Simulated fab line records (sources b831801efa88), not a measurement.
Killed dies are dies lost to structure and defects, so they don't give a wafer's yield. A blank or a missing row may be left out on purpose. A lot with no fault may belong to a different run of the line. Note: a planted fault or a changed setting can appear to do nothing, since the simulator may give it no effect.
Struck lot and sound lot, side by side / flow gf180mcu / 32 steps out of a route of 602
Sound: wafers L878.3, L878.4, L878.6. Wafers struck: L888.1, L888.3, L888.6. Last of all comes the cause.
Order at every step that has rows: each side's tool, ch and its chambers, its first start. Under that, the readings that differ: sound wafers / struck wafers / difference of the means / sigmas: that difference in standard deviations of wafers without a fault.
alike: words and numbers the same on both sides, and readings whose means are apart by under 2 such deviations; not compared: readings that were withheld, readings missing a value for some wafer, numbers with overlapping values and no deviation given by the record, and bounds like >300 which may hide the same value.
The two part at a step that has a row with sigmas, a row that says differs or no value, or rows on one side only. Non-overlapping numbers with no deviation appear without sigmas and do not part them. A reading missing from all wafers of one side parts the sides only when that side holds two or more wafers.

GF_HV_LDD_TW_MEAS_23:
  sound: film metro-02 at day 12 02:29; struck: film metro-04 at day 15 04:34
  alike: HV_LDD_2_TW
then, 7 steps without rows for these wafers: GF_HV_LDD_DEHYDRATE_24 (time 60 s); GF_HV_LDD_HMDS_25 (prime time 60 s); GF_HV_LDD_COAT_26 (resist thk 1000 nm); GF_HV_LDD_SOFTBAKE_27 (time 60 s); GF_HV_LDD_EXPOSE_28 (exposes mask Nplus HV AREA, target cd 400 nm); GF_HV_LDD_PEB_29; GF_HV_LDD_DEVELOP_30 (develop time 60 s).
GF_HV_LDD_CD_MEAS_31: target cd 400 nm.
  sound: cd sem-01 at day 12 21:23; struck: cd sem-02 at day 16 02:04
  alike: cd nm
GF_HV_LDD_OVL_MEAS_32:
  sound: overlay-01 at day 12 21:29; struck: overlay-01 at day 16 02:11
  alike: HV_LDD_02_OVL
then, 2 steps without rows for these wafers: GF_HV_LDD_IMPLANT_33; GF_HV_LDD_IMPLANT_34.
GF_HV_LDD_IMPLANT_35:
  struck on implanter-02, day 16 02:31; sound on implanter-04 ch 0, day 12 21:52
  no value came back on the struck wafers for beam energy keV, beam on s (s), faraday current uA; on the sound wafers beam energy keV reads 59.984 60.009 59.989
following that, these wafers have no rows for 1 step: GF_HV_LDD_IMPLANT_36.
GF_HV_LDD_STRIP_37: strips in O2/N2.
  sound on plasma asher-02 ch 0,1, day 12 22:08; struck on plasma asher-03 ch 0,1, day 16 02:49
  alike: drypump motor current A, heater power w, o2 flow sccm, oes product au, strip time to endpoint s
  not compared: rf hours counter h
GF_HV_LDD_TW_MEAS_38:
  sound: film metro-04 at day 12 22:14; struck: film metro-04 at day 16 02:55
reading=HV_LDD_3_TW; sound=1397 1392 1399; struck=1291 1283 1289; difference=-108; sigmas=-7
then, 7 steps without rows for these wafers: GF_HV_LDD_DEHYDRATE_39 (time 60 s); GF_HV_LDD_HMDS_40 (prime time 60 s); GF_HV_LDD_COAT_41 (resist thk 1000 nm); GF_HV_LDD_SOFTBAKE_42 (time 60 s); GF_HV_LDD_EXPOSE_43 (exposes mask Pplus HV AREA, target cd 400 nm); GF_HV_LDD_PEB_44; GF_HV_LDD_DEVELOP_45 (develop time 60 s).
GF_HV_LDD_CD_MEAS_46: target cd 400 nm.
  sound: cd sem-02 at day 13 17:35; struck: cd sem-01 at day 17 01:21
  alike: cd nm
GF_HV_LDD_OVL_MEAS_47:
  sound: overlay-01 at day 13 17:41; struck: overlay-02 at day 17 01:28
  alike: HV_LDD_03_OVL
following that, these wafers have no rows for 1 step: GF_HV_LDD_IMPLANT_48.
GF_HV_LDD_STRIP_49: strips in O2/N2.
  sound on plasma asher-04 ch 0,1, day 13 17:53; struck on plasma asher-03 ch 0,1, day 17 01:39
  alike: drypump motor current A, heater power w, o2 flow sccm, oes product au, strip time to endpoint s
  not compared: rf hours counter h
GF_HV_LDD_TW_MEAS_50:
  sound: film metro-04 at day 13 17:59; struck: film metro-04 at day 17 01:45
  alike: HV_LDD_4_TW
then, 1 step without rows for these wafers: GF_HV_LDD_CLEAN_51 (cleans in SC1/SC2, time 150 s).
GF_HV_LDD_RTA_52: time 10 s.
  sound on rtp anneal-02 ch 0, day 13 18:05; struck on rtp anneal-02 ch 0, day 17 01:52
  alike: chamber o2 ppm, lamp power pct, wafer_temp_C_max
GF_HV_LDD_RS_MEAS_53: a four-point-probe measurement.
  sound: film metro-04 at day 13 18:10; struck: film metro-02 at day 17 01:56
reading=HV_LDD_RS (ohm/sq); sound=418.9 418.6 419.0; struck=440.2 441.2 441.4; difference=+22.1; sigmas=+24
then, 1 step without rows for these wafers: GF_HV_LDD_CVD_54 (deposits SiO2 from TEOS, target thk 10 nm, time 75 s).

WHERE THEY PART
First at GF_HV_LDD_IMPLANT_35; last, within this record, at GF_HV_LDD_RS_MEAS_53.

WHY: what had been put in by the simulator
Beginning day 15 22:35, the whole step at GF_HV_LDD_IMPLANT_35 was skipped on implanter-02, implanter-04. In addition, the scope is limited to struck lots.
